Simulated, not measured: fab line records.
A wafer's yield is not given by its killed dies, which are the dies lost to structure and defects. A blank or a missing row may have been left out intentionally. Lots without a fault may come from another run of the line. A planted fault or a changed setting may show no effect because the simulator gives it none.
8D (eight disciplines) problem report, filled in by code | flow gf180mcu | the parts of the form that need people (team, actions taken, sign-off) are left out

## 1. THE ISSUE
Mean HV_LDD_CVD_54_THK at GF_HV_LDD_THK_MEAS_55: 3.48 nm over 9 wafers in 3 lots; fault-free wafers: 10.03 nm, standard deviation 0.14. That puts it -47 standard deviations away from the usual mean.
Earliest sighting: wafer L486.3 on filmMetro-04 at day 16 05:07. The record holds 39 wafers of 13 lots with a number at this step. By rule, "out" or "out of limits" means more than 4 standard deviations away from the usual mean. The other wafers with a number count as sound.

## 2. WHAT IT IS, WHAT IT ISN'T
question                    | is                         | is not
which readings at this step | HV_LDD_CVD_54_THK          | -
which lots                  | L486, L487, L488           | L476, L477, L479, L480, L481, L482, L484, L496, L497, L498
which wafers of those lots  | all that have a number     | -
read on which gauges        | filmMetro-03, filmMetro-04 | filmMetro-01
when                        | from day 16 05:07          | up to then (21 sound wafers); but 9 sound wafers of L496, L497, L498 came after

## 3. SUSPECTS, AND WHAT RULES EACH OUT
Counting: a tool stays on the suspect list if, at a process step up to the reading, it processed all lots that are out and no sound lot following the first of them.
- the gauge at GF_HV_LDD_THK_MEAS_55 has been ruled out. 2 gauges (filmMetro-03, filmMetro-04) read the wafers that are out.
- lpcvd-02 at GF_HV_LDD_CVD_54 (deposits SiO2 from TEOS, target thk 10 nm, time 75 s): ruled out as a lasting fault. The sound lots L496, L497, L498 went through it after L486, its earliest lot that is out (day 16 03:34).
Left after counting: nothing in the record.

## 4. THE CAUSE (what the simulator had put in)
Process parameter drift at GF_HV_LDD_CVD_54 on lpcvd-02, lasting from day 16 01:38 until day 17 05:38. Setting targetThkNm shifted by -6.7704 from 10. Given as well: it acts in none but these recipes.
Counting ruled it out, wrongly: the rule takes a fault to strike every lot that its tool runs from its start on, and this one did not.

## 5. SEQUENCE OF EFFECTS, ordered by route
One row per reading whose mean, taken over the struck wafers that have a number, lies over 3 standard deviations from the usual. Only readings whose record carries a usual standard deviation are examined. hours: median over the lots of the time between each lot's start at the first step of this table that gives one and its start at this step. sigmas: the change, counted in usual standard deviations.
hours | step                  | reading           | usual    | on struck wafers | change | sigmas
0     | GF_HV_LDD_THK_MEAS_55 | HV_LDD_CVD_54_THK | 10.03 nm | 3.48             | -6.55  | -47

## 6. WHAT WOULD HAVE CAUGHT IT SOONER
The first out-of-limits reading at a measuring or inspecting step in this record came at day 16 05:07, 3 hours after the fault's start at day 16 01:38.
Tool readings at GF_HV_LDD_CVD_54 with a usual standard deviation given in the record: none out on any struck wafer, hence no alarm at a limit of 4 standard deviations on them.
